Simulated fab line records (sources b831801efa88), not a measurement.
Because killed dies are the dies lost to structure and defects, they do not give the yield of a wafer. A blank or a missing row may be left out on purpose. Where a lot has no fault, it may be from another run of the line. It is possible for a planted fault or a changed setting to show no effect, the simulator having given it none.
A struck lot beside a sound one / flow sky130 / 43 steps out of a route of 708
Sound: wafers L206.1, L206.2, L206.5. Wafers L220.1, L220.3, L220.4 were the ones struck. The cause is named last.
For every step that has rows: the tool of each side, followed by ch and its chambers, followed by its first start. Under that, the readings that differ: sound wafers / struck wafers / difference of the means / sigmas: that difference in standard deviations of wafers without a fault.
alike: readings whose means differ by less than 2 such deviations, and words and numbers that are the same on both sides. not compared: withheld readings, readings that some wafer has no value for, bounds like >300 that may hide the same value, and numbers for which the record gives no deviation and whose values overlap.
The two part at a step that has a row with sigmas, a row that says differs or no value, or rows on one side only. When numbers do not overlap yet have no deviation, they are printed without sigmas and do not part them. Lack of a reading on every wafer of one side parts them only where that side has two or more wafers.

first, 6 steps without rows for these wafers: SKY_GATE_OXIDE_HMDS_04 (prime time 60 s); SKY_GATE_OXIDE_COAT_05 (resist thk 1140 nm); SKY_GATE_OXIDE_SOFTBAKE_06 (time 60 s); SKY_GATE_OXIDE_EXPOSE_07 (exposes mask LVOM, target cd 600 nm); SKY_GATE_OXIDE_PEB_08; SKY_GATE_OXIDE_DEVELOP_09 (develop time 60 s).
SKY_GATE_OXIDE_OVL_MEAS_10:
  sound on overlay-02 at day 15 05:14; struck on overlay-01 at day 20 05:08
  alike: GATE_OXIDE_OVL
then, 2 steps without rows for these wafers: SKY_GATE_OXIDE_IMPLANT_11; SKY_GATE_OXIDE_WET_ETCH_12 (etches SiO2 in dHF, target depth 16.8 nm, time 336 s).
SKY_GATE_OXIDE_STRIP_13: strips in O2/N2.
  sound on plasma-asher-01 ch 0,1, day 15 05:31; struck on plasma-asher-04 ch 0,1, day 20 05:25
  alike: drypump-motor-current-A, oes-product-au, strip-time-to-endpoint-s
  not compared: rf-hours-counter-h
SKY_GATE_OXIDE_TW_MEAS_14:
  sound on film-metro-01 at day 15 05:37; struck on film-metro-01 at day 20 05:31
reading=GATE_OXIDE_TW; sound=226.8 227.0 227.6; struck=224.2 223.8 224.3; difference=-3.0; sigmas=-3
then, 1 step without rows for these wafers: SKY_GATE_OXIDE_CLEAN_15 (cleans in SC1/SC2, time 150 s).
SKY_GATE_OXIDE_OXIDATION_16: stabilise 600 s, purge 300 s, target thk 3.57 nm.
  sound on furnace-02 ch 0, day 15 06:46; struck on furnace-02 ch 0, day 20 06:04
  alike: ramp-up-c-per-min, spike-tc-top-C, zone-power-centre-pct
then, 1 step without rows for these wafers: SKY_POLY_GATE_CVD_00 (deposits poly-Si, target thk 180 nm, time 720 s).
SKY_POLY_GATE_THK_MEAS_01:
  sound on film-metro-03 at day 15 09:30; struck on film-metro-03 at day 20 09:33
  alike: POLY_GATE_CVD_00_THK
then, 8 steps without rows for these wafers: SKY_RES_PROTECT_DEHYDRATE_00 (time 60 s); SKY_RES_PROTECT_HMDS_01 (prime time 60 s); SKY_RES_PROTECT_COAT_02 (resist thk 1140 nm); SKY_RES_PROTECT_SOFTBAKE_03 (time 60 s); SKY_RES_PROTECT_EXPOSE_04 (exposes mask RPM, target cd 1270 nm); SKY_RES_PROTECT_PEB_05; SKY_RES_PROTECT_DEVELOP_06 (develop time 60 s); SKY_POLY_GATE_IMPLANT_02.
SKY_RES_PROTECT_STRIP_07: strips in O2/N2.
  sound on plasma-asher-03 ch 0,1, day 16 13:16; struck on plasma-asher-01 ch 0,1, day 21 16:08
  alike: drypump-motor-current-A, oes-product-au, strip-time-to-endpoint-s
  not compared: rf-hours-counter-h
SKY_RES_PROTECT_TW_MEAS_08:
  sound on film-metro-03 at day 16 13:22; struck on film-metro-03 at day 21 16:14
reading=POLY_GATE_TW; sound=4091 4098 4068; struck=4027 4028 4009; difference=-64; sigmas=-2
then, 2 steps without rows for these wafers: SKY_RES_PROTECT_CLEAN_09 (cleans in SC1/SC2, time 150 s); SKY_POLY_GATE_CVD_03 (deposits Si3N4 from DCS/NH3, target thk 75 nm, time 1290 s).
SKY_POLY_GATE_THK_MEAS_04:
  sound on film-metro-02 at day 16 16:08; struck on film-metro-02 at day 21 18:45
  alike: POLY_GATE_CVD_03_THK
then, 8 steps without rows for these wafers: SKY_POLY_GATE_DEHYDRATE_05 (time 60 s); SKY_POLY_GATE_HMDS_06 (prime time 60 s); SKY_POLY_GATE_COAT_07 (resist thk 110 nm); SKY_POLY_GATE_COAT_08 (resist thk 450 nm); SKY_POLY_GATE_SOFTBAKE_09 (time 90 s); SKY_POLY_GATE_EXPOSE_10 (exposes mask P1M, target cd 150 nm); SKY_POLY_GATE_PEB_11; SKY_POLY_GATE_DEVELOP_12 (develop time 60 s).
SKY_POLY_GATE_CD_MEAS_13: the cd target is 150 nm.
  sound on cd-sem-01 at day 17 21:48; struck on cd-sem-02 at day 23 00:53
  alike: cd-nm
SKY_POLY_GATE_OVL_MEAS_14:
  sound on overlay-02 at day 17 21:55; struck on overlay-01 at day 23 01:01
  alike: POLY_GATE_OVL
then, 1 step without rows for these wafers: SKY_POLY_GATE_ETCH_15 (etches BARC in N2/H2, stops on SiO2, time 118.5 s, target depth 110 nm).
SKY_POLY_GATE_ETCH_16: etches Si3N4 in CH3F/O2, stops on poly-Si, time 147.5 s, target depth 75 nm.
  sound on rie-diel-04 ch 0,3, day 17 22:02; struck on rie-diel-03 ch 0,3, day 23 01:08
  alike: bias-w, drypump-motor-current-A, oes-product-au, throttle-valve-pct
  not compared: rf-hours-counter-h
SKY_POLY_GATE_ETCH_17: etches poly-Si in HBr/Cl2, stops on SiO2, target depth 180 nm, time 70.5 s.
  sound on rie-si-02 ch 0,2,3, day 17 22:08; struck on rie-si-02 ch 0,2,3, day 23 01:14
  alike: bias-w, drypump-motor-current-A, oes-product-au, throttle-valve-pct
  not compared: rf-hours-counter-h
SKY_POLY_GATE_STRIP_18: strips in O2/N2.
  sound on plasma-asher-02 ch 0,1, day 17 22:11; struck on plasma-asher-02 ch 0,1, day 23 01:17
  alike: drypump-motor-current-A, oes-product-au, strip-time-to-endpoint-s
  not compared: rf-hours-counter-h
-- here the record skips 27 days between the struck wafers' starts before and after, leaving off in module POLY_GATE and picking up in module PAD_OPEN (first step shown: number 708 of the route) --
SKY_PAD_OPEN_PROBE_99:
  sound on prober-01 at day 46 19:26; struck on prober-01 at day 50 00:55
reading=model.etest.cap-thick-oxide.gate-bv-v (V); sound=15.51 16.26 15.72; struck=7.24 7.273 7.333; difference=-8.55; sigmas=
reading=model.etest.cap-thin-oxide.gate-log10-a-cm2; sound=-6.842 -6.989 -7.051; struck=0.9459 1.023 1.022; difference=+7.9576; sigmas=
reading=model.etest.nfet_01v8_turned.off-log10-a-um; sound=-13.41 -13.51 -13.48; struck=-9.35 -9.449 -10.03; difference=+3.86; sigmas=
reading=model.etest.nfet_01v8_swapped.off-log10-a-um; sound=-13.45 -13.5 -13.52; struck=-9.984 -9.431 -9.646; difference=+3.803; sigmas=
reading=model.etest.nfet_01v8.off-log10-a-um; sound=-13.46 -13.41 -13.39; struck=-9.599 -9.563 -9.891; difference=+3.736; sigmas=
reading=model.etest.cap-thin-oxide.gate-bv-v (V); sound=6.912 7.046 6.9; struck=3.691 3.621 3.595; difference=-3.317; sigmas=
reading=model.etest.pfet_01v8_hvt.off-log10-a-um; sound=-13.18 -13.36 -13.29; struck=-9.993 -10.01 -10.02; difference=+3.269; sigmas=
reading=model.etest.sram-nfet-pass.off-log10-a-um; sound=-12.66 -12.62 -12.96; struck=-9.79 -9.48 -9.73; difference=+3.08; sigmas=
  alike: killed_at_M0_to_M3, killed_at_M4_up, killed-at-contacts, killed-at-front-end, killed-at-other, killed-dies, killed-on-rim, killed-open, killed-short

WHERE THEY PART
Last at SKY_RES_PROTECT_TW_MEAS_08 as far as this record goes, first at SKY_GATE_OXIDE_TW_MEAS_14. Later steps at which nothing parts them and some readings are alike: SKY_POLY_GATE_THK_MEAS_04, SKY_POLY_GATE_CD_MEAS_13, SKY_POLY_GATE_OVL_MEAS_14, SKY_POLY_GATE_ETCH_16, SKY_POLY_GATE_ETCH_17, SKY_POLY_GATE_STRIP_18, SKY_PAD_OPEN_PROBE_99.

WHY: whatever the simulator had introduced
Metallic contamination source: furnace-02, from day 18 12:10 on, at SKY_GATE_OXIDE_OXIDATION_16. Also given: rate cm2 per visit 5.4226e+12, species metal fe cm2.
